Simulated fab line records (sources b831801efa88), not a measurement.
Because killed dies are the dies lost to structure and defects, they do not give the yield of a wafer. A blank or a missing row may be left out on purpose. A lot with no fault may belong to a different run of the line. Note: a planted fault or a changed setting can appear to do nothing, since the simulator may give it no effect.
Chamber matching    flow sfq-line    4 sister chambers for SFQ_TRILAYER_I2_CMP_CMP_064 on cmp-02
The step polishes SiO2. 14 wafers are shown with their chamber, then 6 later ones without.

== WAFERS PAIRED WITH THEIR CHAMBERS ==
wafer   chamber  motor-current-A (A)  time-to-endpoint-s (s)  retaining-ring-pressure-frac
L948.2  1        8.8                  219                     1.002
L948.1  0        9.4                  213                     1.002
L948.4  3        10.1                 217                     1.003
L949.1  1        8.8                  220                     1.003
L949.3  3        9.9                  222                     1.006
L949.4  2        10.3                 210                     1.005
L954.1  3        10.3                 219                     1.006
L954.5  1        9.4                  231                     1.002
L961.4  2        10.3                 206                     1.005
L961.5  0        9.1                  212                     0.995
L961.6  3        10.1                 214                     1.004
L963.1  2        10.4                 204                     1.002
L963.3  0        9.1                  210                     1.005
L963.5  2        10.0                 210                     0.997

SIGNATURES, as means of the wafers listed above
reading                       chamber 0  chamber 1  chamber 2  chamber 3  scatter within a chamber
motor-current-A               9.200      9.000      10.250     10.100     0.217
time-to-endpoint-s            211.67     223.33     207.50     218.00     3.93
retaining-ring-pressure-frac  1.00067    1.00233    1.00225    1.00475    0.00321
Rule: distance of a wafer from a chamber = root of the sum over the readings of ((wafer's reading minus chamber's mean) / reading's scatter) squared. If the next closest chamber is less than 2 further off than the closest, the wafer can't be placed; otherwise it belongs to the closest. How the scatter is found: for the shown wafers, subtract from each reading the mean of its chamber, square and add these, divide the total by (wafers less chambers), then take the root.

== WAFERS WITHOUT THEIR CHAMBER ==
wafer   motor-current-A (A)  time-to-endpoint-s (s)  retaining-ring-pressure-frac
L967.1  9.1                  220                     0.994
L967.2  9.6                  213                     0.998
L967.4  10.1                 214                     1.000
L969.1  9.7                  208                     1.005
L969.3  9.3                  213                     0.994
L969.5  8.6                  220                     0.999

== EACH ONE'S CHAMBER ==
wafer   from the rows above                in truth
L967.1  can't be placed: 1 or 0            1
L967.2  can't be placed: 0 or 3 or 2 or 1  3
L967.4  can't be placed: 3 or 2            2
L969.1  can't be placed: 2 or 0 or 3       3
L969.3  can't be placed: 0 or 1            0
L969.5  can't be placed: 1 or 0            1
0 of 6 placed correctly. Not placeable from these rows: 6 (in 6, the candidates include the true chamber). Number placed wrongly: 0.
